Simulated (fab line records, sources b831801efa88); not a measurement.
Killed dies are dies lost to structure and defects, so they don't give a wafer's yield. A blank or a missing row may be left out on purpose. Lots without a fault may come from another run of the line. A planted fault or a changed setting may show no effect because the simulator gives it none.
Which tool did it? | flow gf180mcu | 14 lots, 42 wafers sampled, at 3 steps of a route of 602

WHAT THE GAUGES READ, wafer by wafer
GF_MIM_RS_MEAS_10: measures by four-point-probe. Usual: MIM_ALCU_RS 0.1597 ohm/sq, standard deviation 0.0021.
lot  | measured     | on            | MIM_ALCU_RS (ohm/sq) | flag
L879 | day 25 01:19 | film_metro-02 | 0.1576 0.1590 0.1548 |
L880 | day 25 12:12 | film_metro-02 | 0.1610 0.1614 0.1612 |
L882 | day 25 19:33 | film_metro-04 | 0.1625 0.1629 0.1618 |
L883 | day 26 05:52 | film_metro-01 | 0.1625 0.1634 0.1631 |
L887 | day 27 04:18 | film_metro-04 | 0.1579 0.1569 0.1556 |
L888 | day 27 07:59 | film_metro-02 | 0.1625 0.1621 0.1611 |
L889 | day 27 22:56 | film_metro-01 | 0.1594 0.1595 0.1600 |
L890 | day 28 06:52 | film_metro-02 | 0.1581 0.1591 0.1599 |
L892 | day 28 18:40 | film_metro-02 | 0.1560 0.1574 0.1565 |
L894 | day 29 13:41 | film_metro-04 | 0.1603 0.1587 0.1593 |
L896 | day 29 23:12 | film_metro-01 | 0.1588 0.1604 0.1584 |
L900 | day 31 03:29 | film_metro-02 | 0.1586 0.1609 0.1605 |
L901 | day 31 06:03 | film_metro-02 | 0.1596 0.1593 0.1594 |
L902 | day 31 10:28 | film_metro-04 | 0.1623 0.1607 0.1606 |

WHICH TOOL RAN EACH LOT (tool, then ch and the chambers of the sampled wafers, then the start)
lot  | GF_V4_CVD_23                  | GF_MIM_SPUTTER_04
L879 | cvd_w-02 ch 0, day 24 23:40   | pvd_sputter-01, day 25 01:05
L880 | cvd_w-01 ch 0,1, day 25 11:11 | pvd_sputter-04, day 25 11:57
L882 | cvd_w-01 ch 0,1, day 25 18:31 | pvd_sputter-01, day 25 19:17
L883 | cvd_w-02 ch 1, day 26 04:52   | pvd_sputter-03, day 26 05:38
L887 | cvd_w-01 ch 0,1, day 27 03:16 | pvd_sputter-04, day 27 04:03
L888 | cvd_w-02 ch 0,1, day 27 06:57 | pvd_sputter-03, day 27 07:43
L889 | cvd_w-02 ch 0,1, day 27 21:54 | pvd_sputter-04, day 27 22:41
L890 | cvd_w-02 ch 0,1, day 28 05:52 | pvd_sputter-04, day 28 06:38
L892 | cvd_w-01 ch 0,1, day 28 17:40 | pvd_sputter-03, day 28 18:26
L894 | cvd_w-02 ch 0,1, day 29 12:41 | pvd_sputter-01, day 29 13:28
L896 | cvd_w-02 ch 0,1, day 29 22:10 | pvd_sputter-03, day 29 22:56
L900 | cvd_w-02 ch 0,1, day 31 02:29 | pvd_sputter-04, day 31 03:16
L901 | cvd_w-01 ch 0,1, day 31 05:01 | pvd_sputter-01, day 31 05:48
L902 | cvd_w-02 ch 0,1, day 31 09:28 | pvd_sputter-04, day 31 10:14
- GF_V4_CVD_23: deposits W, target thk 350 nm, time 104.9 s.
- GF_MIM_SPUTTER_04: material TiN, target thk 50 nm, time 41.7 s.

WHAT THE TOOLS THEMSELVES READ (means of the sampled wafers that have a number; where no wafer has one, the mark that the record gives instead)
GF_V4_CVD_23. Usual: heater_power_w 753 W, standard deviation 85.
lot  | tool     | heater_power_w (W) | flag
L879 | cvd_w-02 | 729                |
L880 | cvd_w-01 | 664                |
L882 | cvd_w-01 | 674                |
L883 | cvd_w-02 | 878                |
L887 | cvd_w-01 | 685                |
L888 | cvd_w-02 | 785                |
L889 | cvd_w-02 | 778                |
L890 | cvd_w-02 | 777                |
L892 | cvd_w-01 | 687                |
L894 | cvd_w-02 | 781                |
L896 | cvd_w-02 | 783                |
L900 | cvd_w-02 | 822                |
L901 | cvd_w-01 | 681                |
L902 | cvd_w-02 | 787                |

GF_MIM_SPUTTER_04. Usual: throttle_valve_pct 30.3 %, standard deviation 0.89.
lot  | tool           | throttle_valve_pct (%) | flag
L879 | pvd_sputter-01 | 30.3                   |
L880 | pvd_sputter-04 | 30.3                   |
L882 | pvd_sputter-01 | 30.3                   |
L883 | pvd_sputter-03 | 29.7                   |
L887 | pvd_sputter-04 | 30.3                   |
L888 | pvd_sputter-03 | 30.1                   |
L889 | pvd_sputter-04 | 30.8                   |
L890 | pvd_sputter-04 | 31.3                   |
L892 | pvd_sputter-03 | 30.3                   |
L894 | pvd_sputter-01 | 29.6                   |
L896 | pvd_sputter-03 | 30.2                   |
L900 | pvd_sputter-04 | 30.6                   |
L901 | pvd_sputter-01 | 30.0                   |
L902 | pvd_sputter-04 | 31.7                   |

THE ANSWER, worked out from the rows above alone
Rule: a lot is off if the mean of its wafers that have a number lies more than 3 standard deviations from the usual mean. A lot without any number at a reading at which 4 lots or more have one is off too. The other lots that the step has rows for count as sound. The gauges are gone through in route order, then the tools' own readings, and for those a lot's mean is taken as printed above. The first step at which some lot is off is used, and at that step the reading that is off furthest; a lot without a number counts as furthest.
No lot is off at any reading shown: from this, nothing can be told.

WHAT THE SIMULATOR HAD PUT IN
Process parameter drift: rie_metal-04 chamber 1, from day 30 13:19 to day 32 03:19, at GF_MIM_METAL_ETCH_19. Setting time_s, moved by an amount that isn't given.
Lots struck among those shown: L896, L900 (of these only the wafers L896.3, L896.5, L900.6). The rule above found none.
